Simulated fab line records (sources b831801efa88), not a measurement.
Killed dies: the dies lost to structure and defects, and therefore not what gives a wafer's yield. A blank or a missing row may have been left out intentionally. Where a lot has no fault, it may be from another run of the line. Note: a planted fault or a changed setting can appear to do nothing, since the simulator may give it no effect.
Split-lot study || flow sky130 || route with 708 steps; 5 lots, 23 wafers read

THE SPLIT ITSELF
At SKY_SONOS_ONO_CVD_02 (deposits Si3N4 from DCS/NH3, target thk 10.5 nm, time 180 s), the setting pressure mtorr was moved away from the recipe's 250 mTorr on 15 of the 23 wafers read, by -10.6% to +12.9%. The other wafers ran this setting at the recipe's value.

The reading comes from the split's own step.

THE READING
Si3N4_of_SONOS_ONO_CVD_02.thk nm (the simulator's own value, which no gauge read), in nm, at SKY_SONOS_ONO_CVD_02 (deposits Si3N4 from DCS/NH3, target thk 10.5 nm, time 180 s). The file does not state a usual value for it. Here, 8 wafers ran the recipe; their average is 10.370 nm with a standard deviation of 0.14 nm.

{"wafer": "L077.1", "tool, chamber at the split": "-, -", "pressure mtorr as run, mTorr": 282.3, "against the recipe": "+12.9%", "Si3N4_of_SONOS_ONO_CVD_02.thk nm, nm": 10.89, "against lot-mates on the recipe": "no lot-mate on the recipe"}
{"wafer": "L077.2", "tool, chamber at the split": "-, -", "pressure mtorr as run, mTorr": 282.3, "against the recipe": "+12.9%", "Si3N4_of_SONOS_ONO_CVD_02.thk nm, nm": 10.87, "against lot-mates on the recipe": "no lot-mate on the recipe"}
{"wafer": "L077.3", "tool, chamber at the split": "-, -", "pressure mtorr as run, mTorr": 282.3, "against the recipe": "+12.9%", "Si3N4_of_SONOS_ONO_CVD_02.thk nm, nm": 10.78, "against lot-mates on the recipe": "no lot-mate on the recipe"}
{"wafer": "L077.4", "tool, chamber at the split": "-, -", "pressure mtorr as run, mTorr": 282.3, "against the recipe": "+12.9%", "Si3N4_of_SONOS_ONO_CVD_02.thk nm, nm": 10.79, "against lot-mates on the recipe": "no lot-mate on the recipe"}
{"wafer": "L077.5", "tool, chamber at the split": "-, -", "pressure mtorr as run, mTorr": 282.3, "against the recipe": "+12.9%", "Si3N4_of_SONOS_ONO_CVD_02.thk nm, nm": 10.8, "against lot-mates on the recipe": "no lot-mate on the recipe"}
{"wafer": "L079.1", "tool, chamber at the split": "-, -", "pressure mtorr as run, mTorr": 266, "against the recipe": "+6.4%", "Si3N4_of_SONOS_ONO_CVD_02.thk nm, nm": 10.59, "against lot-mates on the recipe": "no lot-mate on the recipe"}
{"wafer": "L079.2", "tool, chamber at the split": "-, -", "pressure mtorr as run, mTorr": 266, "against the recipe": "+6.4%", "Si3N4_of_SONOS_ONO_CVD_02.thk nm, nm": 10.73, "against lot-mates on the recipe": "no lot-mate on the recipe"}
{"wafer": "L079.3", "tool, chamber at the split": "-, -", "pressure mtorr as run, mTorr": 266, "against the recipe": "+6.4%", "Si3N4_of_SONOS_ONO_CVD_02.thk nm, nm": 10.68, "against lot-mates on the recipe": "no lot-mate on the recipe"}
{"wafer": "L079.4", "tool, chamber at the split": "-, -", "pressure mtorr as run, mTorr": 266, "against the recipe": "+6.4%", "Si3N4_of_SONOS_ONO_CVD_02.thk nm, nm": 10.68, "against lot-mates on the recipe": "no lot-mate on the recipe"}
{"wafer": "L079.5", "tool, chamber at the split": "-, -", "pressure mtorr as run, mTorr": 266, "against the recipe": "+6.4%", "Si3N4_of_SONOS_ONO_CVD_02.thk nm, nm": 10.75, "against lot-mates on the recipe": "no lot-mate on the recipe"}
{"wafer": "L080.2", "tool, chamber at the split": "-, -", "pressure mtorr as run, mTorr": 223.4, "against the recipe": "-10.6%", "Si3N4_of_SONOS_ONO_CVD_02.thk nm, nm": 10.05, "against lot-mates on the recipe": "no lot-mate on the recipe"}
{"wafer": "L080.3", "tool, chamber at the split": "-, -", "pressure mtorr as run, mTorr": 223.4, "against the recipe": "-10.6%", "Si3N4_of_SONOS_ONO_CVD_02.thk nm, nm": 10.06, "against lot-mates on the recipe": "no lot-mate on the recipe"}
{"wafer": "L080.4", "tool, chamber at the split": "-, -", "pressure mtorr as run, mTorr": 223.4, "against the recipe": "-10.6%", "Si3N4_of_SONOS_ONO_CVD_02.thk nm, nm": 10.09, "against lot-mates on the recipe": "no lot-mate on the recipe"}
{"wafer": "L080.5", "tool, chamber at the split": "-, -", "pressure mtorr as run, mTorr": 223.4, "against the recipe": "-10.6%", "Si3N4_of_SONOS_ONO_CVD_02.thk nm, nm": 10.04, "against lot-mates on the recipe": "no lot-mate on the recipe"}
{"wafer": "L080.6", "tool, chamber at the split": "-, -", "pressure mtorr as run, mTorr": 223.4, "against the recipe": "-10.6%", "Si3N4_of_SONOS_ONO_CVD_02.thk nm, nm": 9.928, "against lot-mates on the recipe": "no lot-mate on the recipe"}
{"wafer": "L083.1", "tool, chamber at the split": "-, -", "pressure mtorr as run, mTorr": 250, "against the recipe": "recipe", "Si3N4_of_SONOS_ONO_CVD_02.thk nm, nm": 10.25, "against lot-mates on the recipe": "-"}
{"wafer": "L083.3", "tool, chamber at the split": "-, -", "pressure mtorr as run, mTorr": 250, "against the recipe": "recipe", "Si3N4_of_SONOS_ONO_CVD_02.thk nm, nm": 10.28, "against lot-mates on the recipe": "-"}
{"wafer": "L083.4", "tool, chamber at the split": "-, -", "pressure mtorr as run, mTorr": 250, "against the recipe": "recipe", "Si3N4_of_SONOS_ONO_CVD_02.thk nm, nm": 10.36, "against lot-mates on the recipe": "-"}
{"wafer": "L083.5", "tool, chamber at the split": "-, -", "pressure mtorr as run, mTorr": 250, "against the recipe": "recipe", "Si3N4_of_SONOS_ONO_CVD_02.thk nm, nm": 10.17, "against lot-mates on the recipe": "-"}
{"wafer": "L083.6", "tool, chamber at the split": "-, -", "pressure mtorr as run, mTorr": 250, "against the recipe": "recipe", "Si3N4_of_SONOS_ONO_CVD_02.thk nm, nm": 10.35, "against lot-mates on the recipe": "-"}
{"wafer": "L085.1", "tool, chamber at the split": "lpcvd-02, 0", "pressure mtorr as run, mTorr": 250, "against the recipe": "recipe", "Si3N4_of_SONOS_ONO_CVD_02.thk nm, nm": 10.66, "against lot-mates on the recipe": "-"}
{"wafer": "L085.2", "tool, chamber at the split": "lpcvd-02, 0", "pressure mtorr as run, mTorr": 250, "against the recipe": "recipe", "Si3N4_of_SONOS_ONO_CVD_02.thk nm, nm": 10.42, "against lot-mates on the recipe": "-"}
{"wafer": "L085.4", "tool, chamber at the split": "lpcvd-02, 0", "pressure mtorr as run, mTorr": 250, "against the recipe": "recipe", "Si3N4_of_SONOS_ONO_CVD_02.thk nm, nm": 10.47, "against lot-mates on the recipe": "-"}

THE FIT
A straight line over all 23 wafers: Si3N4_of_SONOS_ONO_CVD_02.thk nm changes by +0.035 nm for each +1% of pressure mtorr; r = +0.94; the points scatter about the line by 0.1 nm.
Too few moved wafers with a lot-mate on the recipe to fit a line net of each lot's own level.

FILE'S OWN FIT
Si3N4_of_SONOS_ONO_CVD_02.thk nm changes by +0.0351 nm for each +1% of pressure mtorr, r = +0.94.
